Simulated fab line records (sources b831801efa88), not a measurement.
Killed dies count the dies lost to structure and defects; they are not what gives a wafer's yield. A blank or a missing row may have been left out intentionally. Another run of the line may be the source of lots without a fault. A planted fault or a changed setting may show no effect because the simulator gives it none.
fab line records | flow sky130
[record] lots = 5 wafers = 15 lastDay = 50
route steps=708 shown VIA2@522 METAL3@532 CAPM@537 PAD_OPEN@708
lots that met no fault: taken from a fault-free run of the same line
startH: hours from the record's opening day to when the first of the lot's shown wafers began | waitH: how many hours have passed since the lot's step before this one | " as in the row above | L1.1+2: one row covering several wafers at once | - no value, or no start given | * or withheld: withheld | < > ~ a bound
route shown NAME@n: NAME is a module with steps in the file, n the number in the route of the first one | usual: mean and standard deviation over wafers with no fault | same: alike in all rows | chamber/n: place in a boat | sites: the reading at each site | _std_site: how widely they spread, as a standard deviation | _edge_site: outer sites' mean less inner sites' | radiusMm: for every site, how far away it sits from the centre of the wafer | mask NAME#n: copy n | behind: tool/chamber where the wafer was last shaped | hold: why the lot was held/for how many hours/how that ended | device: whichever transistor did not switch (one of n, p or np) | end of line: at the end of the route, the tests of the same wafers | a step with no rows: only its recipe | killed: the dies lost at the first sort to structure and to defects; this is not the yield of the wafer | map: a wafer's dies, marking killed ones x, the rest . and places with no die _
set.NAME: the setting as run; set.NAME@STEP: as run at that earlier step | model.NAME: the simulator's own value behind a step, which no gauge read
lots seen at some steps along the route; tables by step, rows by wafer
services: when a tool's chamber went out of use (startH, in hours from the record's first day, below 0 if earlier), for how many hours, and the reason
[[steps]]
[step SKY_VIA2_ETCH_15]
[recipe] target = SiO2 chemistry = C4F8/O2/Ar targetDepthNm = 546 stopOn = TiN maskMaterial = KrF-thick sourceW = 1500 biasW = 1200 pressureMtorr = 40 c4f8FlowSccm = withheld O2_flow_sccm = 6 Ar_flow_sccm = 300 timeS = 84
[usual] oesProductAu = 0.940/0.0051
// columns lot.wafer tool chamber startH waitH oesProductAu rfHoursCounterH
L852.1 rieDiel-04 0 882.44 0.0 0.933 21
L852.4 " 3 " " 0.939 14
L852.5 " 2 " " 0.944 -
L857.1 rieDiel-01 2 922.72 0.0 0.942 16
L857.2 " 1 " " 0.939 23
L857.6 " 3 " " 0.934 -
L867.1 rieDiel-04 0 992.39 0.0 0.947 25
L867.3 " 1 " " 0.932 21
L867.4 " 2 " " 0.940 11
L869.2 rieDiel-01 3 1008.73 0.0 0.941 22
L869.3 " 1 " " 0.943 26
L869.5 " 0 " " 0.943 -
L870.1 rieDiel-01 3 1015.08 0.0 0.938 22
L870.3 " 2 " " 0.935 19
L870.4 " 0 " " 0.945 21
[step SKY_VIA2_STRIP_16]
[recipe] chemistry = O2/N2 powerW = 1400 pressureMtorr = 1500 platenTempC = withheld o2FlowSccm = 3000 n2FlowSccm = 300 overashFraction = 0.5
[step SKY_VIA2_STRIP_17]
[recipe] chemistry = postEtchResidueRemover timeS = 1200 tempC = 72.5
[step SKY_VIA2_CLEAN_18]
[recipe] chemistry = IPA timeS = 180 tempC = 25
[step SKY_VIA2_CLEAN_19]
[recipe] chemistry = O3/DIW dry = n2Spin
[step SKY_VIA2_SPUTTER_20]
[recipe] material = TiN targetThkNm = 20 chamberPressurePa = 5 powerW = 4000 timeS = 80
[usual] chamberPressurePa = 5.001/0.011 throttleValvePct = 30.3/0.66
// columns lot.wafer tool chamber startH waitH chamberPressurePa throttleValvePct
L852.1 pvdSputter-03 - 883.10 0.0 5.009 30.7
L852.4 " - " " 5.008 29.4
L852.5 " - " " 4.994 29.1
L857.1 pvdSputter-02 - 923.38 0.0 5.007 30.4
L857.2 " - " " 5.012 29.8
L857.6 " - " " 5.007 30.2
L867.1 pvdSputter-03 - 993.05 0.0 5.016 31.2
L867.3 " - " " 4.993 30.3
L867.4 " - " " 5.004 30.6
L869.2 pvdSputter-04 - 1009.39 0.0 5.018 30.5
L869.3 " - " " 5.014 30.3
L869.5 " - " " 5.004 30.3
L870.1 pvdSputter-04 - 1015.73 0.0 4.972 30.5
L870.3 " - " " 5.005 29.9
L870.4 " - " " 4.986 30.3
[step SKY_VIA2_CVD_21]
[recipe] material = W targetThkNm = 420 timeS = 126.4 tempC = 400 pressureTorr = 40
[usual] chamberPressureTorr = 40.01/0.087 heaterPowerW = 930/95
// columns lot.wafer tool chamber startH waitH chamberPressureTorr heaterPowerW
L852.1 cvdW-01 0 883.16 0.0 39.77 922
L852.4 " 1 " " 39.97 789
L852.5 " 1 " " 39.97 795
L857.1 cvdW-02 1 923.45 0.0 40.02 1008
L857.2 " 0 " " 40.01 1018
L857.6 " 1 " " 40.05 1023
L867.1 cvdW-02 1 993.11 0.0 39.83 1001
L867.3 " 1 " " 39.93 1009
L867.4 " 0 " " 39.87 1057
L869.2 cvdW-01 1 1009.45 0.0 40.01 796
L869.3 " 1 " " 39.98 840
L869.5 " 1 " " 39.94 811
L870.1 cvdW-02 1 1015.79 0.0 40.12 991
L870.3 " 1 " " 40.19 1028
L870.4 " 0 " " 40.01 1017
[step SKY_VIA2_RS_MEAS_22]
[recipe] thkMeasGauge = four-point-probe reads = W_of_VIA2_CVD_21+TiN_of_VIA2_SPUTTER_20
[usual] VIA2_W_RS = 0.273/0.0039
// columns lot.wafer tool chamber startH waitH VIA2_W_RS[ohm/sq]
L852.1 filmMetro-01 - 883.29 0.1 0.272
L852.4 " - " " 0.273
L852.5 " - " " 0.275
L857.1 filmMetro-01 - 923.58 0.1 0.267
L857.2 " - " " 0.271
L857.6 " - " " 0.266
L867.1 filmMetro-03 - 993.24 0.1 0.267
L867.3 " - " " 0.269
L867.4 " - " " 0.271
L869.2 filmMetro-03 - 1009.60 0.1 0.279
L869.3 " - " " 0.279
L869.5 " - " " 0.277
L870.1 filmMetro-02 - 1015.92 0.1 0.268
L870.3 " - " " 0.271
L870.4 " - " " 0.271
[step SKY_VIA2_THK_MEAS_23]
[recipe] thkMeasGauge = xrf reads = W_of_VIA2_CVD_21
[usual] VIA2_W_THK = 414/9.9
// columns lot.wafer tool chamber startH waitH VIA2_W_THK[nm]
L852.1 filmMetro-01 - 883.41 0.1 409
L852.4 " - " " 404
L852.5 " - " " 401
L857.1 filmMetro-01 - 923.70 0.1 412
L857.2 " - " " 405
L857.6 " - " " 412
L867.1 filmMetro-03 - 993.36 0.1 424
L867.3 " - " " 419
L867.4 " - " " 419
L869.2 filmMetro-03 - 1009.71 0.1 408
L869.3 " - " " 408
L869.5 " - " " 409
L870.1 filmMetro-02 - 1016.04 0.1 437
L870.3 " - " " 432
L870.4 " - " " 432
[step SKY_VIA2_CMP_24]
[recipe] stopOn = SiO2 tOverpolishS = 20 downForcePsi = 3.5 platenRpm = 60 targetThkNm = 0 padVelocityMS = 0.94248
[step SKY_METAL3_SPUTTER_00]
[recipe] material = Ti targetThkNm = 15 powerW = 3000 timeS = 10 chamberPressurePa = 0.4
[step SKY_METAL3_SPUTTER_01]
[recipe] material = TiN targetThkNm = 20 powerW = 6500 timeS = 16.7 chamberPressurePa = 0.4
[step SKY_METAL3_SPUTTER_02]
[recipe] material = AlCu targetThkNm = 735 powerW = 10600 timeS = 39.1 chamberPressurePa = 0.4
[usual] chamberPressurePa = 0.4000/0.00081 throttleValvePct = 30.0/0.77
// columns lot.wafer tool chamber startH waitH chamberPressurePa throttleValvePct model.AlCu_of_METAL3_SPUTTER_02.thkNm
L852.1 pvdSputter-04 - 883.82 0.0 0.3995 30.2 741.2
L852.4 " - " " 0.4007 30.8 740.4
L852.5 " - " " 0.4009 30.1 738
L857.1 pvdSputter-01 - 924.10 0.0 0.4012 29.2 733.8
L857.2 " - " " 0.3994 29.7 736.8
L857.6 " - " " 0.4002 28.0 729.3
L867.1 pvdSputter-04 - 993.77 0.0 0.3998 30.7 745.4
L867.3 " - " " 0.4724 28.0 712.5
L867.4 " - " " 0.3994 29.4 743.5
L869.2 pvdSputter-01 - 1010.11 0.0 0.4010 30.8 742.8
L869.3 " - " " 0.3988 27.8 740.4
L869.5 " - " " 0.3983 31.0 745.1
L870.1 pvdSputter-02 - 1016.45 0.0 0.3998 30.2 725.2
L870.3 " - " " 0.3985 29.6 730
L870.4 " - " " 0.3996 30.7 729.4
[step SKY_METAL3_SPUTTER_03]
[recipe] material = Ti targetThkNm = 5 powerW = 3000 timeS = 3.3 chamberPressurePa = 0.4
[step SKY_METAL3_SPUTTER_04]
[recipe] material = TiN targetThkNm = 70 powerW = 6500 timeS = 58.3 chamberPressurePa = 0.4
[usual] chamberPressurePa = 0.4000/0.00073 throttleValvePct = 30.0/0.75
// columns lot.wafer tool chamber startH waitH chamberPressurePa throttleValvePct
L852.1 pvdSputter-04 - 883.88 0.0 0.3994 30.1
L852.4 " - " " 0.4001 30.6
L852.5 " - " " 0.3985 30.2
L857.1 pvdSputter-01 - 924.16 0.0 0.4014 29.0
L857.2 " - " " 0.4000 29.8
L857.6 " - " " 0.3999 27.7
L867.1 pvdSputter-04 - 993.83 0.0 0.4006 30.5
L867.3 " - " " 0.3997 30.6
L867.4 " - " " 0.4008 29.1
L869.2 pvdSputter-01 - 1010.16 0.0 0.3999 30.8
L869.3 " - " " 0.3992 27.8
L869.5 " - " " 0.4004 30.6
L870.1 pvdSputter-02 - 1016.51 0.0 0.3999 30.6
L870.3 " - " " 0.4004 29.8
L870.4 " - " " 0.4017 30.5
[step SKY_CAPM_CVD_00]
[recipe] material = SiO2 targetThkNm = 15.5 tempC = 400 timeS = withheld rfW = 450
[step SKY_CAPM_THK_MEAS_01]
[recipe] reads = SiO2_of_CAPM_CVD_00
[usual] CAPM_CVD_00_THK = 15.51/0.23
// columns lot.wafer tool chamber startH waitH CAPM_CVD_00_THK[nm]
L852.1 filmMetro-02 - 883.95 - 15.46
L852.4 " - " " 15.80
L852.5 " - " " 15.60
L857.1 filmMetro-01 - 924.23 - 15.48
L857.2 " - " " 15.06
L857.6 " - " " 15.50
L867.1 filmMetro-01 - 993.90 - 15.30
L867.3 " - " " 15.31
L867.4 " - " " 15.70
L869.2 filmMetro-01 - 1010.24 - 15.94
L869.3 " - " " 15.68
L869.5 " - " " 15.85
L870.1 filmMetro-02 - 1016.58 - 15.40
L870.3 " - " " 15.53
L870.4 " - " " 15.49
[step SKY_CAPM_SPUTTER_02]
[recipe] material = TiN targetThkNm = 200 tempC = 300 powerW = 6500 timeS = 166.7 chamberPressurePa = 0.4
[step SKY_CAPM_RS_MEAS_03]
[recipe] thkMeasGauge = four-point-probe reads = TiN_of_CAPM_SPUTTER_02
[usual] CAPM_TIN_RS = 6.92/0.063
// columns lot.wafer tool chamber startH waitH CAPM_TIN_RS[ohm/sq]
L852.1 filmMetro-04 - 884.13 0.1 6.91
L852.4 " - " " 6.90
L852.5 " - " " 6.88
L857.1 filmMetro-01 - 924.40 0.1 6.97
L857.2 " - " " 7.01
L857.6 " - " " 7.01
L867.1 filmMetro-01 - 994.07 0.1 6.81
L867.3 " - " " 6.90
L867.4 " - " " 6.81
L869.2 filmMetro-02 - 1010.42 0.1 6.98
L869.3 " - " " 6.99
L869.5 " - " " 6.98
L870.1 filmMetro-01 - 1016.75 0.1 6.89
L870.3 " - " " 6.91
L870.4 " - " " 6.81
[step SKY_CAPM_THK_MEAS_04]
[recipe] thkMeasGauge = xrf reads = TiN_of_CAPM_SPUTTER_02
[usual] CAPM_TIN_THK = 201.4/2.2
// columns lot.wafer tool chamber startH waitH CAPM_TIN_THK[nm]
L852.1 filmMetro-04 - 884.25 0.1 201.5
L852.4 " - " " 202.4
L852.5 " - " " 202.4
L857.1 filmMetro-01 - 924.52 0.1 201.4
L857.2 " - " " 200.5
L857.6 " - " " 200.0
L867.1 filmMetro-01 - 994.19 0.1 206.7
L867.3 " - " " 202.4
L867.4 " - " " 206.0
L869.2 filmMetro-02 - 1010.53 0.1 200.3
L869.3 " - " " 198.3
L869.5 " - " " 199.5
L870.1 filmMetro-01 - 1016.87 0.1 202.2
L870.3 " - " " 202.1
L870.4 " - " " 204.7
[step SKY_CAPM_DEHYDRATE_05]
[recipe] tempC = 200 timeS = 60
[step SKY_CAPM_HMDS_06]
[recipe] primeTimeS = 60 primeTempC = 120
[step SKY_CAPM_COAT_07]
[recipe] resist = NOVOLAK spinRpm = 3000 resistThkNm = 1140
[step SKY_CAPM_SOFTBAKE_08]
[recipe] tempC = 90 timeS = 60 resist = NOVOLAK
[step SKY_CAPM_EXPOSE_09]
[recipe] maskId = CAPM na = 0.6 sourceShape = conventional sigmaOuter = 0.6 polarization = unpolarized targetCdNm = 1000 doseMj = 159
[step SKY_CAPM_PEB_10]
[recipe] tempC = withheld timeS = * resist = NOVOLAK
[step SKY_CAPM_DEVELOP_11]
[recipe] resist = NOVOLAK developer = TMAH developTimeS = 60 devTempC = 23
[step SKY_CAPM_OVL_MEAS_12]
[usual] CAPM_OVL = -0.1/1.7
// columns lot.wafer tool chamber startH waitH CAPM_OVL[nm]
L852.1 overlay-02 - 909.04 0.1 -0.8
L852.4 " - " " 0.0
L852.5 " - " " 0.9
L857.1 overlay-01 - 948.49 0.1 1.1
L857.2 " - " " 0.6
L857.6 " - " " 0.8
L867.1 overlay-02 - 1017.38 0.1 -1.9
L867.3 " - " " -1.6
L867.4 " - " " -0.5
L869.2 overlay-02 - 1032.55 0.1 -1.2
L869.3 " - " " 1.4
L869.5 " - " " 1.7
L870.1 overlay-01 - 1039.30 0.1 2.0
L870.3 " - " " 3.3
L870.4 " - " " 3.4
[step SKY_CAPM_METAL_ETCH_13]
[recipe] targetDepthNm = 220 stopOn = SiO2 chemistry = Cl2/BCl3 target = TiN pressureMtorr = 10 icpW = 900 biasW = 48.5 Cl2_flow_sccm = 60 bcl3FlowSccm = 30 timeS = 62.9
[step SKY_CAPM_STRIP_14]
[recipe] chemistry = O2/N2 powerW = 1400 pressureMtorr = 1500 platenTempC = withheld o2FlowSccm = 3000 n2FlowSccm = 300 overashFraction = 0.5
[usual] drypumpMotorCurrentA = 5.81/0.26 oesProductAu = 0.710/0.0046 stripTimeToEndpointS = 12.64/0.038
[same] overashFraction = 0.5
// columns lot.wafer tool chamber startH waitH drypumpMotorCurrentA oesProductAu rfHoursCounterH stripTimeToEndpointS
L852.1 plasmaAsher-04 0 909.15 0.1 6.22 0.707 105 12.63
L852.4 " 1 " " 6.09 0.707 - 12.71
L852.5 " 0 " " 6.23 0.710 - 12.64
L857.1 plasmaAsher-04 1 948.60 0.1 6.07 0.718 109 12.59
L857.2 " 0 " " 6.23 0.708 109 12.62
L857.6 " 0 " " 6.21 0.712 - 12.63
L867.1 plasmaAsher-03 0 1017.49 0.1 5.54 0.715 89 12.65
L867.3 " 0 " " 5.52 0.710 - 12.63
L867.4 " 1 " " 5.60 0.707 - 12.65
L869.2 plasmaAsher-03 0 1032.66 0.1 5.58 0.715 91 12.67
L869.3 " 0 " " 5.50 0.717 - 12.65
L869.5 " 1 " " 5.62 0.709 - 12.68
L870.1 plasmaAsher-04 0 1039.41 0.1 6.21 0.708 116 12.67
L870.3 " 1 " " 6.07 0.707 - 12.66
L870.4 " 0 " " 6.23 0.707 - 12.63
[step SKY_CAPM_STRIP_15]
[recipe] chemistry = postEtchResidueRemover timeS = 1200 tempC = 72.5
[step SKY_CAPM_CLEAN_16]
[recipe] chemistry = IPA timeS = 180 tempC = 25
[step SKY_CAPM_CLEAN_17]
[recipe] chemistry = O3/DIW dry = n2Spin
[step SKY_METAL3_DEHYDRATE_05]
[recipe] tempC = 200 timeS = 60
[step SKY_METAL3_HMDS_06]
[recipe] primeTimeS = 60 primeTempC = 120
[step SKY_METAL3_COAT_07]
[recipe] resist = BARC tempC = withheld timeS = withheld spinRpm = 3000 resistThkNm = 60
[step SKY_METAL3_COAT_08]
[recipe] resist = KrF-thick spinRpm = 3000 resistThkNm = 1140
[step SKY_METAL3_SOFTBAKE_09]
[recipe] tempC = 100 timeS = 90 resist = KrF-thick
[step SKY_METAL3_EXPOSE_10]
[recipe] maskId = MM3 na = 0.68 sourceShape = annular sigmaInner = 0.4 sigmaOuter = 0.8 targetCdNm = 300 doseMj = 28
[step SKY_METAL3_PEB_11]
[recipe] pebTempC = withheld pebTimeS = withheld resist = KrF-thick
[step SKY_METAL3_DEVELOP_12]
[recipe] developTimeS = 60 resist = KrF-thick devTempC = 21
[step SKY_METAL3_CD_MEAS_13]
[recipe] targetCdNm = 300
[usual] cdNm = 300.0/1.3
// columns lot.wafer tool chamber startH waitH cdNm
L852.1 cdSem-02 - 934.18 - 301.1
L852.4 " - " " 299.9
L852.5 " - " " 301.5
L857.1 cdSem-02 - 973.53 - 299.2
L857.2 " - " " 300.2
L857.6 " - " " 298.7
L867.1 cdSem-01 - 1041.03 - 299.6
L867.3 " - " " 299.3
L867.4 " - " " 299.3
L869.2 cdSem-02 - 1055.50 - 299.6
L869.3 " - " " 297.9
L869.5 " - " " 299.5
L870.1 cdSem-02 - 1062.68 - 301.4
L870.3 " - " " 301.7
L870.4 " - " " 301.8
[step SKY_METAL3_METAL_ETCH_18]
[recipe] targetDepthA = 8450 stopOn = SiO2 overEtchFrac = 0.3 timeS = 183.1 chemistry = Cl2/BCl3 resistSidewallDeg = 88 pressureMtorr = 10 icpW = 900 biasW = 48.5 Cl2_flow_sccm = 60 bcl3FlowSccm = 30
[usual] drypumpMotorCurrentA = 5.6/0.5 oesProductAu = 0.865/0.0061 throttleValvePct = 22.264/0.009
// columns lot.wafer tool chamber startH waitH drypumpMotorCurrentA oesProductAu rfHoursCounterH throttleValvePct model.etch.depthNm model.METAL3.featureDepthNm
L852.1 rieMetal-04 0 934.48 0.0 6.0 0.871 11 22.271 872.7 872.7
L852.4 " 0 " " 6.0 0.873 - 22.268 871.8 871.8
L852.5 " 1 " " 5.8 0.866 - 22.271 869.1 869.1
L857.1 rieMetal-03 0 973.84 0.0 6.0 0.867 12 22.265 863.1 863.1
L857.2 " 1 " " 5.0 0.869 11 22.260 865.3 865.3
L857.6 " 0 " " 6.1 0.865 - 22.263 858.3 858.3
L867.1 rieMetal-04 1 1041.34 0.0 5.8 0.882 5 22.279 875.1 875.1
L867.3 " 1 " " 5.8 0.855 - 22.266 841.9 841.9
L867.4 " 0 " " 5.9 0.874 - 22.270 872.9 872.9
L869.2 rieMetal-03 0 1055.78 0.0 6.1 0.871 18 22.259 872.2 872.2
L869.3 " 0 " " 6.1 0.871 - 22.257 870 870
L869.5 " 1 " " 5.0 0.875 - 22.282 874.1 874.1
L870.1 rieMetal-03 0 1062.99 0.0 6.1 0.862 18 22.257 854.5 854.5
L870.3 " 1 " " 5.0 0.861 - 22.262 859 859
L870.4 " 0 " " 6.1 0.863 - 22.267 858.2 858.2
[step SKY_PAD_OPEN_PROBE_99]
[usual] defectLimitedYield = 82.4/1.8 killed_at_M0_to_M3 = 44/7.2 killed_at_M4_up = 3.5/1.8 killedAtContacts = 25/5.1 killedAtFrontEnd = 14/4.4 killedAtOther = 0.4/0.58 killedDies = 87/9.1 killedOpen = 48/6.9 killedShort = 38/6.3 sort_bin_3_pad_short = 0.9/0.43 sort_bin_5_function = 10.5/1.5 sort_bin_6_memory = 6.3/1.1 sortNPass = 405/9.1 sortYieldPct = 82.4/1.8
[same] grossDies = 492 killedAtBackSide = 0 sort_bin_4_leakage[%] = 0 sort_bin_8_speed[%] = 0
// columns lot.wafer tool chamber startH waitH defectLimitedYield[%] killed_at_M0_to_M3 killed_at_M4_up killedAtContacts killedAtFrontEnd killedAtOther killedDies killedOpen killedShort sort_bin_3_pad_short[%] sort_bin_5_function[%] sort_bin_6_memory[%] sortNPass sortYieldPct[%] model.etest.met3.lineOhmUm model.etest.met3.rsOhmSq
L852.1 prober-01 - 1103.35 0.1 80.9 42 2 29 20 1 94 57 34 1.0 11.4 6.7 398 80.9 0.1423 0.04223
L852.4 prober-01 - 1103.50 0.2 80.9 35 3 36 18 2 94 47 44 0.2 10.8 8.1 398 80.9 0.1413 0.04198
L852.5 prober-01 - 1103.55 0.2 82.3 32 4 34 15 2 87 46 37 0.8 10.0 6.9 405 82.3 0.1425 0.04245
L857.1 prober-02 - 1136.51 0.1 81.9 53 2 24 10 0 89 48 41 0.6 11.8 5.7 403 81.9 0.1415 0.04257
L857.2 prober-02 - 1136.56 0.1 83.1 44 4 20 14 1 83 42 41 0.4 11.6 4.9 409 83.1 0.14 0.04246
L857.6 prober-02 - 1136.76 0.2 84.1 34 5 25 14 0 78 36 41 0.8 9.8 5.3 414 84.1 0.1406 0.04263
L867.1 prober-01 - 1187.65 0.1 82.9 43 2 18 19 2 84 38 45 1.0 9.8 6.3 408 82.9 0.1398 0.04229
L867.3 prober-01 - 1187.75 0.2 82.1 38 5 29 16 0 88 54 33 1.8 11.6 4.5 404 82.1 0.1465 0.04397
L867.4 prober-01 - 1187.80 0.2 82.5 47 4 25 10 0 86 47 39 0.8 10.4 6.3 406 82.5 0.1395 0.04199
L869.2 prober-01 - 1195.91 0.1 79.7 56 7 26 11 0 100 51 49 1.6 12.2 6.5 392 79.7 0.14 0.04233
L869.3 prober-01 - 1195.96 0.2 78.7 61 2 30 12 0 105 59 46 0.6 10.8 10.0 387 78.7 0.1427 0.04228
L869.5 prober-01 - 1196.06 0.2 81.1 47 3 25 18 0 93 63 30 0.4 10.8 7.7 399 81.1 0.1432 0.04226
L870.1 prober-02 - 1200.66 0.1 79.1 55 3 26 19 0 103 58 45 0.8 11.6 8.5 389 79.1 0.1436 0.04385
L870.3 prober-02 - 1200.76 0.2 80.7 37 6 32 20 0 95 60 35 0.6 11.6 7.1 397 80.7 0.1427 0.04272
L870.4 prober-02 - 1200.81 0.2 81.7 53 3 23 11 0 90 52 38 0.6 9.8 7.9 402 81.7 0.1403 0.04301
// killed by level:class
L852.1 CONTACT:geometricParticle:open=14 FIELD_ISO:geometricParticle:open=8 LI_CONTACT:geometricParticle:open=8 METAL2:geometricParticle:short=8 VIA1:geometricParticle:open=8 VIA2:geometricParticle:open=6 VIA1:geometricParticle:short=5 VIA3:geometricParticle:open=5
L852.4 LI_CONTACT:geometricParticle:open=10 CONTACT:geometricParticle:open=9 FIELD_ISO:geometricParticle:short=7 METAL2:geometricParticle:short=7 CONTACT:geometricParticle:short=6 VIA1:geometricParticle:open=6 VIA2:geometricParticle:open=6 VIA3:geometricParticle:open=6
L852.5 CONTACT:geometricParticle:open=12 LI_CONTACT:geometricParticle:open=8 CONTACT:geometricParticle:short=7 LI_CONTACT:geometricParticle:short=6 VIA1:geometricParticle:open=6 VIA2:geometricParticle:open=5 FIELD_ISO:geometricParticle:open=4 METAL2:geometricParticle:short=4
L857.1 VIA1:geometricParticle:open=13 LI_CONTACT:geometricParticle:open=7 CONTACT:geometricParticle:open=7 VIA3:geometricParticle:open=6 VIA3:geometricParticle:short=6 LI_CONTACT:geometricParticle:short=5 VIA1:geometricParticle:short=5 METAL2:geometricParticle:short=5
L857.2 VIA1:geometricParticle:open=12 VIA1:geometricParticle:short=10 CONTACT:geometricParticle:open=8 VIA2:geometricParticle:open=6 LI_CONTACT:geometricParticle:open=5 VIA2:geometricParticle:short=5 FIELD_ISO:geometricParticle:open=4 POLY_GATE:geometricParticle:short=4
L857.6 LI_CONTACT:geometricParticle:open=8 VIA1:geometricParticle:open=8 CONTACT:geometricParticle:open=7 METAL3:geometricParticle:short=5 LI_CONTACT:geometricParticle:short=4 VIA2:geometricParticle:open=4 FIELD_ISO:geometricParticle:short=3 POLY_GATE:geometricParticle:open=3
L867.1 FIELD_ISO:geometricParticle:short=7 CONTACT:geometricParticle:open=7 VIA2:geometricParticle:open=7 METAL1:geometricParticle:short=6 VIA1:geometricParticle:open=6 FIELD_ISO:geometricParticle:open=5 METAL2:geometricParticle:short=5 CONTACT:geometricParticle:short=4
L867.3 VIA1:geometricParticle:open=10 CONTACT:geometricParticle:open=9 LI_CONTACT:geometricParticle:open=9 VIA3:geometricParticle:open=6 METAL2:geometricParticle:short=5 VIA2:geometricParticle:open=5 FIELD_ISO:geometricParticle:short=4 LOCAL_INTERCONNECT:geometricParticle:short=4
L867.4 VIA3:geometricParticle:open=10 CONTACT:geometricParticle:open=9 VIA1:geometricParticle:short=7 VIA1:geometricParticle:open=7 VIA2:geometricParticle:open=7 FIELD_ISO:geometricParticle:short=5 LI_CONTACT:geometricParticle:open=5 METAL1:geometricParticle:short=5
L869.2 VIA1:geometricParticle:open=15 CONTACT:geometricParticle:open=9 LI_CONTACT:geometricParticle:open=8 VIA1:geometricParticle:short=8 VIA3:geometricParticle:open=8 LOCAL_INTERCONNECT:geometricParticle:short=7 METAL4:geometricParticle:short=6 VIA2:geometricParticle:short=5
L869.3 VIA1:geometricParticle:open=17 CONTACT:geometricParticle:open=12 VIA2:geometricParticle:open=10 METAL2:geometricParticle:short=7 LI_CONTACT:geometricParticle:open=6 VIA2:geometricParticle:short=6 LI_CONTACT:geometricParticle:short=5 CONTACT:geometricParticle:short=5
L869.5 CONTACT:geometricParticle:open=13 VIA1:geometricParticle:open=13 VIA3:geometricParticle:open=8 LI_CONTACT:geometricParticle:open=7 FIELD_ISO:geometricParticle:open=6 POLY_GATE:geometricParticle:open=5 POLY_GATE:geometricParticle:short=4 VIA1:geometricParticle:short=4
L870.1 VIA1:geometricParticle:open=21 CONTACT:geometricParticle:open=9 CONTACT:geometricParticle:short=9 VIA2:geometricParticle:open=8 METAL2:geometricParticle:short=8 POLY_GATE:geometricParticle:short=7 VIA3:geometricParticle:open=6 POLY_GATE:geometricParticle:open=5
L870.3 VIA1:geometricParticle:open=12 CONTACT:geometricParticle:open=12 LI_CONTACT:geometricParticle:open=9 FIELD_ISO:geometricParticle:open=8 VIA2:geometricParticle:open=5 FIELD_ISO:geometricParticle:short=4 POLY_GATE:geometricParticle:open=4 VIA1:geometricParticle:short=4
L870.4 VIA1:geometricParticle:open=16 VIA2:geometricParticle:open=8 VIA3:geometricParticle:open=8 CONTACT:geometricParticle:short=6 CONTACT:geometricParticle:open=6 LI_CONTACT:geometricParticle:open=5 METAL2:geometricParticle:short=5 VIA2:geometricParticle:short=5
[[services]]
// columns tool chamber startH hours kind
pvdSputter-02 - 872.16 27.3 repair
pvdSputter-03 - 884.25 2.4 repair
rieDiel-01 0 890.36 3.6 repair
cvdW-02 - 904.01 14.0 pm
plasmaAsher-03 - 919.48 2.4 repair
pvdSputter-01 - 931.00 11.1 repair
rieMetal-03 1 934.91 2.4 repair
plasmaAsher-03 - 948.72 15.6 pm
cvdW-01 0 952.88 14.3 repair
plasmaAsher-04 - 956.48 2.5 repair
rieDiel-04 3 960.73 11.2 repair
plasmaAsher-03 - 968.03 0.8 repair
pvdSputter-02 - 991.31 4.6 repair
rieDiel-04 2 998.71 12.8 repair
rieMetal-04 - 1010.11 2.8 pm
pvdSputter-04 - 1011.24 4.4 repair
rieDiel-04 - 1011.29 0.9 repair
plasmaAsher-04 - 1013.99 21.8 repair
pvdSputter-04 - 1016.66 0.5 repair
pvdSputter-02 - 1044.55 0.5 repair
rieDiel-01 2 1050.09 15.1 repair
plasmaAsher-04 - 1055.25 9.0 pm
rieDiel-01 - 1056.81 0.7 repair
pvdSputter-01 - 1056.92 4.1 repair
[[key]]
[firstSign] step = SKY_METAL3_SPUTTER_02 reading = chamberPressurePa direction = up sigmas = 89 usual = 0.4000 struck = 0.4724
effect none on later readings
[modelEffect] step = SKY_METAL3_SPUTTER_02 value = AlCu_of_METAL3_SPUTTER_02.thkNm without = 739.6 struck = 712.5
[modelEffect] step = SKY_METAL3_METAL_ETCH_18 value = etch.depthNm without = 868.9 struck = 841.9
[modelEffect] step = SKY_PAD_OPEN_PROBE_99 value = etest.met3.lineOhmUm without = 0.1411 struck = 0.1465
metAt SKY_METAL3_SPUTTER_02
struckWafers L867.3
[fault] kind = processParameterDrift tool = pvdSputter-04 chamber = - onsetH = 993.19 steps = SKY_METAL3_SPUTTER_02 channel = chamberPressurePa offset = 0.072316 shape = step endH = 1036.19 actsIn = theseRecipesOnly stated = 0.4 scope = struckWafersOnly
